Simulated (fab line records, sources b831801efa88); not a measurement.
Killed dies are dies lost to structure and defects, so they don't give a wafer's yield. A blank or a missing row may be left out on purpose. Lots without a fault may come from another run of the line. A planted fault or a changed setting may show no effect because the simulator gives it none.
fab line records | flow sky130
record lots=12 wafers=36 last_day=50
route steps=708 shown METAL4@598 CAP2M@615 VIA4@639 PAD_OPEN@708
lots that met no fault: from a run of the same line without faults
start_h: hours from the record's first day to the start of the lot's first wafer shown | wait_h: hours since the lot's step before | " the same as in the row above | L1.1+2: a row that stands for several wafers | - no value, or no start given | * or withheld: withheld | < > ~ a bound
route shown NAME@n: a module of which the file shows steps, and the number in the route of the first | usual: mean/standard deviation of fault-free wafers | same: alike in all rows | chamber/n: place in a boat | sites: the reading at each site | _std_site: their standard deviation | _edge_site: outer sites' mean less inner sites' | radius_mm: how far each site lies from the wafer's centre | mask NAME#n: copy n | behind: the tool/chamber that last shaped the wafer | hold: why the lot was held/for how many hours/how that ended | device: the transistor (n, p or np) that didn't switch | end of line: the same wafers' tests at the end of the route | a step without rows: its recipe alone | killed: dies lost to structure and defects at the first sort, not the wafer's yield | map: a wafer's dies, x killed, . not, _ none there
set.NAME: the setting as run; set.NAME@STEP: as run at that earlier step | model.NAME: the simulator's own value behind a step, which no gauge read
steps of the route over a sample of lots; a table a step, a row a wafer
services: from which hour (start_h, from the record's first day; less than 0 if before it) a tool's chamber was out of use, for how many hours, and why
## steps
# step SKY_METAL4_SPUTTER_00
# recipe material=Ti target_thk_nm=15 power_w=3000 time_s=10 chamber_pressure_pa=0.4
# usual throttle_valve_pct=30.3/1.5
# columns lot.wafer tool chamber start_h wait_h throttle_valve_pct
L928.1 pvd_sputter-02 - 941.45 0.1 32.7
L928.4 " - " " 29.2
L928.6 " - " " 29.5
L929.2 pvd_sputter-02 - 944.48 0.1 31.9
L929.3 " - " " 29.4
L929.6 " - " " 30.3
L932.1 pvd_sputter-04 - 975.20 0.1 28.4
L932.4 " - " " 29.6
L932.6 " - " " 29.3
L933.1 pvd_sputter-03 - 976.70 0.1 30.4
L933.4 " - " " 27.8
L933.6 " - " " 28.3
L934.2 pvd_sputter-03 - 984.13 0.1 28.2
L934.4 " - " " 29.1
L934.6 " - " " 30.6
L935.2 pvd_sputter-04 - 985.50 0.2 29.6
L935.3 " - " " 29.4
L935.5 " - " " 30.9
L937.2 pvd_sputter-03 - 1003.54 0.2 30.5
L937.5 " - " " 30.3
L937.6 " - " " 30.4
L941.2 pvd_sputter-02 - 1013.14 0.1 29.4
L941.3 " - " " 33.2
L941.4 " - " " 31.9
L942.1 pvd_sputter-02 - 1021.55 0.1 32.1
L942.2 " - " " 32.9
L942.3 " - " " 29.5
L944.2 pvd_sputter-04 - 1032.85 0.1 28.1
L944.3 " - " " 31.0
L944.5 " - " " 30.7
L946.2 pvd_sputter-02 - 1046.06 0.1 33.1
L946.3 " - " " 30.6
L946.4 " - " " 32.3
L949.1 pvd_sputter-02 - 1069.92 0.1 33.0
L949.3 " - " " 30.5
L949.6 " - " " 33.0
# step SKY_CAP2M_OVL_MEAS_12
# usual CAP2M_OVL=0.2/1.5
# columns lot.wafer tool chamber start_h wait_h CAP2M_OVL[nm]
L928.1 overlay-01 - 966.51 0.1 3.6
L928.4 " - " " 2.0
L928.6 " - " " 1.6
L929.2 overlay-01 - 968.83 0.1 2.0
L929.3 " - " " 4.0
L929.6 " - " " 2.7
L932.1 overlay-02 - 998.69 0.1 0.2
L932.4 " - " " -0.2
L932.6 " - " " -1.6
L933.1 overlay-01 - 1000.41 0.1 -0.8
L933.4 " - " " -1.9
L933.6 " - " " -0.7
L934.2 overlay-02 - 1007.29 0.1 0.3
L934.4 " - " " 1.6
L934.6 " - " " 1.3
L935.2 overlay-02 - 1008.58 0.1 -1.3
L935.3 " - " " -1.1
L935.5 " - " " -0.4
L937.2 overlay-01 - 1026.23 0.1 0.8
L937.5 " - " " -0.8
L937.6 " - " " 1.4
L941.2 overlay-02 - 1035.95 0.1 -1.6
L941.3 " - " " -2.0
L941.4 " - " " -3.0
L942.1 overlay-01 - 1043.59 0.1 0.8
L942.2 " - " " 1.6
L942.3 " - " " -0.2
L944.2 overlay-02 - 1055.05 0.1 -0.4
L944.3 " - " " 0.1
L944.5 " - " " 0.5
L946.2 overlay-02 - 1067.70 0.1 2.0
L946.3 " - " " 2.2
L946.4 " - " " 2.6
L949.1 overlay-02 - 1091.49 0.1 0.8
L949.3 " - " " 0.1
L949.6 " - " " -0.7
# step SKY_VIA4_HDPCVD_00
# recipe material=SiO2 target_thk_nm=1750 sigma_open_frac=0.3 time_s=291.7 temp_c=400 sih4_flow_sccm=60 pressure_mtorr=6
# usual sih4_flow_sccm=60.00/0.16
# columns lot.wafer tool chamber start_h wait_h sih4_flow_sccm
L928.1 hdpcvd-02 1 992.79 0.0 59.98
L928.4 " 1 " " 60.20
L928.6 " 0 " " 59.94
L929.2 hdpcvd-01 0 993.88 0.0 59.98
L929.3 " 2 " " 59.89
L929.6 " 1 " " 59.90
L932.1 hdpcvd-01 0 1023.61 0.0 60.09
L932.4 " 0 " " 59.75
L932.6 " 2 " " 60.17
L933.1 hdpcvd-02 0 1025.00 0.0 59.85
L933.4 " 0 " " 59.89
L933.6 " 1 " " 59.82
L934.2 hdpcvd-02 0 1031.60 0.0 60.11
L934.4 " 1 " " 60.03
L934.6 " 0 " " 60.18
L935.2 hdpcvd-02 0 1033.50 0.0 59.91
L935.3 " 2 " " 59.79
L935.5 " 2 " " 59.51
L937.2 hdpcvd-01 1 1049.20 0.0 90.01
L937.5 " 2 " " 90.13
L937.6 " 0 " " 90.05
L941.2 hdpcvd-01 2 1059.57 0.0 89.71
L941.3 " 0 " " 90.34
L941.4 " 1 " " 90.06
L942.1 hdpcvd-02 0 1067.39 0.0 60.00
L942.2 " 1 " " 60.17
L942.3 " 2 " " 60.06
L944.2 hdpcvd-02 1 1078.64 0.0 59.93
L944.3 " 2 " " 59.97
L944.5 " 1 " " 60.00
L946.2 hdpcvd-02 1 1091.15 0.0 60.18
L946.3 " 0 " " 60.14
L946.4 " 1 " " 60.05
L949.1 hdpcvd-02 1 1113.56 0.0 60.16
L949.3 " 0 " " 60.14
L949.6 " 2 " " 60.13
# step SKY_VIA4_THK_MEAS_01
# recipe reads=SiO2_of_VIA4_HDPCVD_00
# usual VIA4_HDPCVD_THK=1743/24
# columns lot.wafer tool chamber start_h wait_h VIA4_HDPCVD_THK[nm]
L928.1 film_metro-02 - 992.97 0.1 1759
L928.4 " - " " 1747
L928.6 " - " " 1719
L929.2 film_metro-01 - 994.07 0.1 1783
L929.3 " - " " 1775
L929.6 " - " " 1763
L932.1 film_metro-02 - 1023.79 0.1 1772
L932.4 " - " " 1739
L932.6 " - " " 1733
L933.1 film_metro-03 - 1025.18 0.1 1691
L933.4 " - " " 1672
L933.6 " - " " 1741
L934.2 film_metro-02 - 1031.79 0.1 1725
L934.4 " - " " 1793
L934.6 " - " " 1720
L935.2 film_metro-03 - 1033.69 0.1 1697
L935.3 " - " " 1745
L935.5 " - " " 1743
L937.2 film_metro-01 - 1049.39 0.1 2601
L937.5 " - " " 2609
L937.6 " - " " 2665
L941.2 film_metro-03 - 1059.76 0.1 2621
L941.3 " - " " 2633
L941.4 " - " " 2600
L942.1 film_metro-01 - 1067.57 0.1 1711
L942.2 " - " " 1764
L942.3 " - " " 1732
L944.2 film_metro-01 - 1078.83 0.1 1764
L944.3 " - " " 1749
L944.5 " - " " 1761
L946.2 film_metro-01 - 1091.34 0.1 1732
L946.3 " - " " 1688
L946.4 " - " " 1771
L949.1 film_metro-02 - 1113.74 0.1 1764
L949.3 " - " " 1744
L949.6 " - " " 1748
# step SKY_VIA4_RS_MEAS_19
# recipe thk_meas_gauge=four-point-probe reads=W_of_VIA4_CVD_18+TiN_of_VIA4_SPUTTER_17
# usual VIA4_W_RS=0.2274/0.0027
# columns lot.wafer tool chamber start_h wait_h VIA4_W_RS[ohm/sq]
L928.1 film_metro-03 - 1017.58 0.1 0.2288
L928.4 " - " " 0.2284
L928.6 " - " " 0.2296
L929.2 film_metro-03 - 1018.32 0.1 0.2264
L929.3 " - " " 0.2250
L929.6 " - " " 0.2284
L932.1 film_metro-02 - 1046.90 0.1 0.2265
L932.4 " - " " 0.2259
L932.6 " - " " 0.2284
L933.1 film_metro-03 - 1048.35 0.1 0.2279
L933.4 " - " " 0.2250
L933.6 " - " " 0.2275
L934.2 film_metro-03 - 1055.32 0.1 0.2218
L934.4 " - " " 0.2223
L934.6 " - " " 0.2240
L935.2 film_metro-01 - 1057.22 0.1 0.2286
L935.3 " - " " 0.2273
L935.5 " - " " 0.2256
L937.2 film_metro-02 - 1072.47 0.1 0.2324
L937.5 " - " " 0.2282
L937.6 " - " " 0.2316
L941.2 film_metro-01 - 1082.71 0.1 0.2266
L941.3 " - " " 0.2262
L941.4 " - " " 0.2299
L942.1 film_metro-02 - 1089.83 0.1 0.2254
L942.2 " - " " 0.2295
L942.3 " - " " 0.2291
L944.2 film_metro-02 - 1101.62 0.1 0.2294
L944.3 " - " " 0.2258
L944.5 " - " " 0.2279
L946.2 film_metro-01 - 1112.22 0.1 0.2266
L946.3 " - " " 0.2283
L946.4 " - " " 0.2297
L949.1 film_metro-02 - 1134.60 0.1 0.2267
L949.3 " - " " 0.2308
L949.6 " - " " 0.2289
# step SKY_PAD_OPEN_PROBE_99
# usual defect_limited_yield=82.5/1.7 killed_at_M0_to_M3=43/6.1 killed_at_M4_up=3.5/2 killed_at_contacts=25/5.1 killed_at_front_end=14/4.2 killed_at_other=0.3/0.55 killed_dies=86/8.3 killed_on_rim=17/3.7 killed_open=46/7.2 killed_short=39/6 sort_bin_3_pad_short=0.9/0.42 sort_bin_5_function=10.3/1.4 sort_bin_6_memory=6.3/1.1 sort_bin_8_speed=0.00/0.017 sort_n_pass=406/8.3 sort_yield_pct=82.5/1.7
# same gross_dies=492 killed_at_back_side=0 sort_bin_4_leakage[%]=0
# columns lot.wafer tool chamber start_h wait_h defect_limited_yield[%] killed_at_M0_to_M3 killed_at_M4_up killed_at_contacts killed_at_front_end killed_at_other killed_dies killed_on_rim killed_open killed_short sort_bin_3_pad_short[%] sort_bin_5_function[%] sort_bin_6_memory[%] sort_bin_8_speed[%] sort_n_pass sort_yield_pct[%]
L933.1 prober-01 - 1115.33 0.1 82.3 38 9 19 20 1 87 19 46 41 0.8 11.2 5.7 0 405 82.3
L933.4 prober-01 - 1115.48 0.2 82.9 47 1 19 17 0 84 14 45 39 1.0 10.2 5.9 0 408 82.9
L933.6 prober-01 - 1115.58 0.2 83.5 38 1 29 13 0 81 13 44 36 0.2 10.4 5.9 0 411 83.5
L937.2 prober-02 - 1138.67 0.1 83.9 31 5 21 22 0 79 16 42 37 0.8 10.0 5.3 0 413 83.9
L937.5 prober-02 - 1138.82 0.2 79.7 52 4 21 23 0 100 21 49 50 1.0 12.0 7.3 0 392 79.7
L937.6 prober-02 - 1138.87 0.2 80.9 45 3 25 21 0 94 20 52 38 1.0 12.2 5.9 0 398 80.9
L941.2 prober-01 - 1147.40 0.1 82.5 39 2 32 12 1 86 22 48 38 0.8 10.8 5.9 0 406 82.5
L941.3 prober-01 - 1147.45 0.2 81.7 45 3 25 17 0 90 16 43 47 0.8 11.6 5.9 0 402 81.7
L941.4 prober-01 - 1147.50 0.2 82.1 35 5 29 19 0 88 15 50 38 0.4 9.1 8.3 0 404 82.1
L942.1 prober-02 - 1151.23 0.1 84.8 41 2 15 17 0 75 13 41 34 1.2 7.1 6.9 0 417 84.8
L942.2 prober-02 - 1151.28 0.1 84.1 36 1 29 12 0 78 20 50 28 0 10.4 5.5 0 414 84.1
L942.3 prober-02 - 1151.33 0.2 82.9 45 3 21 15 0 84 20 45 39 1.4 10.4 5.3 0 408 82.9
L944.2 prober-02 - 1162.84 0.1 84.3 36 2 28 11 0 77 20 41 36 0.8 9.3 5.5 0 415 84.3
L944.3 prober-02 - 1162.89 0.2 79.3 45 2 39 15 1 102 20 68 34 0.4 11.6 8.7 0 390 79.3
L944.5 prober-02 - 1162.99 0.2 82.1 40 1 31 16 0 88 16 55 33 1.2 10.0 6.7 0 404 82.1
L949.1 prober-02 - 1190.38 0.1 82.3 49 0 27 10 1 87 18 50 37 1.0 9.6 7.1 0 405 82.3
L949.3 prober-02 - 1190.48 0.2 83.9 47 2 18 12 0 79 12 33 46 1.0 10.0 5.1 0 413 83.9
L949.6 prober-02 - 1190.63 0.2 83.1 44 1 28 10 0 83 14 51 32 0.4 10.2 6.3 0 409 83.1
# killed by level:class
L933.1 VIA1:geometric_particle:open=9 FIELD_ISO:geometric_particle:open=7 METAL1:geometric_particle:short=7 METAL4:geometric_particle:short=7 VIA2:geometric_particle:open=6 LOCAL_INTERCONNECT:geometric_particle:short=5 CONTACT:geometric_particle:open=5 POLY_GATE:geometric_particle:short=4
L933.4 METAL1:geometric_particle:short=12 CONTACT:geometric_particle:open=7 VIA1:geometric_particle:open=7 VIA2:geometric_particle:open=7 VIA3:geometric_particle:open=5 LI_CONTACT:geometric_particle:open=5 FIELD_ISO:geometric_particle:open=4 POLY_GATE:geometric_particle:short=4
L933.6 CONTACT:geometric_particle:open=12 VIA2:geometric_particle:open=7 VIA3:geometric_particle:open=7 POLY_GATE:geometric_particle:open=5 LI_CONTACT:geometric_particle:open=5 METAL1:geometric_particle:short=5 LI_CONTACT:geometric_particle:short=4 VIA1:geometric_particle:open=4
L937.2 VIA1:geometric_particle:open=7 CONTACT:geometric_particle:open=7 FIELD_ISO:geometric_particle:open=6 VIA1:geometric_particle:short=6 LOCAL_INTERCONNECT:geometric_particle:short=5 VIA3:geometric_particle:open=5 METAL4:geometric_particle:short=5 FIELD_ISO:geometric_particle:short=4
L937.5 METAL2:geometric_particle:short=9 FIELD_ISO:geometric_particle:short=8 VIA1:geometric_particle:open=8 VIA3:geometric_particle:open=8 CONTACT:geometric_particle:open=8 FIELD_ISO:geometric_particle:open=7 METAL1:geometric_particle:short=7 VIA2:geometric_particle:open=6
L937.6 VIA2:geometric_particle:open=9 LI_CONTACT:geometric_particle:open=8 VIA1:geometric_particle:open=8 CONTACT:geometric_particle:open=8 FIELD_ISO:geometric_particle:open=6 VIA3:geometric_particle:open=6 METAL2:geometric_particle:short=5 FIELD_ISO:geometric_particle:short=4
L941.2 VIA1:geometric_particle:open=13 VIA1:geometric_particle:short=9 LI_CONTACT:geometric_particle:open=9 CONTACT:geometric_particle:open=9 CONTACT:geometric_particle:short=6 LOCAL_INTERCONNECT:geometric_particle:short=5 VIA3:geometric_particle:open=4 POLY_GATE:geometric_particle:open=4
L941.3 CONTACT:geometric_particle:open=11 METAL1:geometric_particle:short=9 VIA3:geometric_particle:open=8 CONTACT:geometric_particle:short=6 VIA1:geometric_particle:open=6 METAL2:geometric_particle:short=5 FIELD_ISO:geometric_particle:open=4 FIELD_ISO:geometric_particle:short=4
L941.4 VIA1:geometric_particle:open=12 CONTACT:geometric_particle:open=11 FIELD_ISO:geometric_particle:short=8 LI_CONTACT:geometric_particle:open=8 VIA3:geometric_particle:open=6 POLY_GATE:geometric_particle:short=5 LOCAL_INTERCONNECT:geometric_particle:short=5 VIA2:geometric_particle:short=4
L942.1 VIA1:geometric_particle:open=13 POLY_GATE:geometric_particle:open=6 LI_CONTACT:geometric_particle:open=6 VIA2:geometric_particle:open=6 FIELD_ISO:geometric_particle:short=4 METAL2:geometric_particle:short=4 VIA3:geometric_particle:short=4 CONTACT:geometric_particle:open=3
L942.2 LI_CONTACT:geometric_particle:open=13 CONTACT:geometric_particle:open=11 VIA2:geometric_particle:open=7 VIA1:geometric_particle:open=6 VIA3:geometric_particle:open=6 FIELD_ISO:geometric_particle:open=4 FIELD_ISO:geometric_particle:short=4 METAL1:geometric_particle:short=4
L942.3 VIA1:geometric_particle:open=9 LI_CONTACT:geometric_particle:open=7 CONTACT:geometric_particle:open=7 VIA2:geometric_particle:open=7 METAL1:geometric_particle:short=6 VIA2:geometric_particle:short=6 POLY_GATE:geometric_particle:short=5 VIA3:geometric_particle:open=5
L944.2 VIA1:geometric_particle:open=8 LI_CONTACT:geometric_particle:open=7 VIA3:geometric_particle:open=7 CONTACT:geometric_particle:open=6 LI_CONTACT:geometric_particle:short=5 LOCAL_INTERCONNECT:geometric_particle:short=5 POLY_GATE:geometric_particle:open=4 CONTACT:geometric_particle:short=4
L944.3 CONTACT:geometric_particle:open=17 VIA1:geometric_particle:open=14 VIA3:geometric_particle:open=11 LI_CONTACT:geometric_particle:open=6 CONTACT:geometric_particle:short=6 LOCAL_INTERCONNECT:geometric_particle:short=5 POLY_GATE:geometric_particle:open=4 VIA1:geometric_particle:short=4
L944.5 VIA3:geometric_particle:open=13 CONTACT:geometric_particle:open=11 LI_CONTACT:geometric_particle:open=10 METAL2:geometric_particle:short=6 VIA2:geometric_particle:open=6 POLY_GATE:geometric_particle:open=5 LOCAL_INTERCONNECT:geometric_particle:short=4 CONTACT:geometric_particle:short=4
L949.1 VIA1:geometric_particle:open=14 CONTACT:geometric_particle:open=11 VIA2:geometric_particle:open=9 CONTACT:geometric_particle:short=6 METAL1:geometric_particle:short=5 VIA1:geometric_particle:short=5 METAL2:geometric_particle:short=5 LI_CONTACT:geometric_particle:open=4
L949.3 VIA1:geometric_particle:open=10 CONTACT:geometric_particle:short=8 VIA2:geometric_particle:open=8 VIA1:geometric_particle:short=7 METAL2:geometric_particle:short=6 METAL1:geometric_particle:short=5 LI_CONTACT:geometric_particle:open=4 VIA2:geometric_particle:short=4
L949.6 VIA1:geometric_particle:open=14 METAL1:geometric_particle:short=9 VIA3:geometric_particle:open=9 CONTACT:geometric_particle:open=6 LI_CONTACT:geometric_particle:open=6 CONTACT:geometric_particle:short=5 VIA2:geometric_particle:open=4 LI_CONTACT:geometric_particle:short=4
## services
# columns tool chamber start_h hours kind
pvd_sputter-03 - 939.12 3.3 repair
hdpcvd-02 - 950.25 15.0 pm
hdpcvd-02 0 950.25 15.0 vent_cycle
hdpcvd-02 1 950.25 15.0 vent_cycle
hdpcvd-02 2 950.25 15.0 vent_cycle
hdpcvd-02 0 965.25 - clean
hdpcvd-02 1 965.25 - clean
hdpcvd-02 2 965.25 - clean
pvd_sputter-02 - 981.83 1.2 repair
pvd_sputter-03 3 998.59 - consumable_replace:kit
pvd_sputter-03 3 998.59 18.0 scheduled_down
pvd_sputter-03 3 998.59 18.0 vent_cycle
pvd_sputter-03 - 1003.83 3.1 repair
hdpcvd-02 0 1008.75 2.3 repair
pvd_sputter-02 3 1021.71 - consumable_replace:kit
pvd_sputter-02 3 1021.71 18.0 scheduled_down
pvd_sputter-02 3 1021.71 18.0 vent_cycle
pvd_sputter-02 - 1022.76 20.8 repair
pvd_sputter-02 - 1029.95 13.0 repair
pvd_sputter-04 - 1030.55 2.2 repair
pvd_sputter-04 2 1058.10 - consumable_replace:kit
pvd_sputter-04 2 1058.10 18.0 scheduled_down
pvd_sputter-04 2 1058.10 18.0 vent_cycle
hdpcvd-02 2 1083.67 6.3 repair
## key
first_sign step=SKY_VIA4_HDPCVD_00 reading=sih4_flow_sccm direction=up sigmas=99+ usual=60.00 struck=90.05
effect step=SKY_VIA4_THK_MEAS_01 reading=VIA4_HDPCVD_THK direction=up sigmas=36 usual=1743 struck=2622
met_at SKY_VIA4_HDPCVD_00
struck_lots L937,L941
not_acting_at SKY_METAL4_SPUTTER_00,SKY_CAP2M_OVL_MEAS_12,SKY_VIA4_RS_MEAS_19
onset_between 1023.61 1049.20
fault kind=process_parameter_drift tool=hdpcvd-01 chamber=- onset_h=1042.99 steps=SKY_VIA4_HDPCVD_00 channel=sih4_flow_sccm offset=30 shape=step end_h=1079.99 acts_in=these_recipes_only stated=60
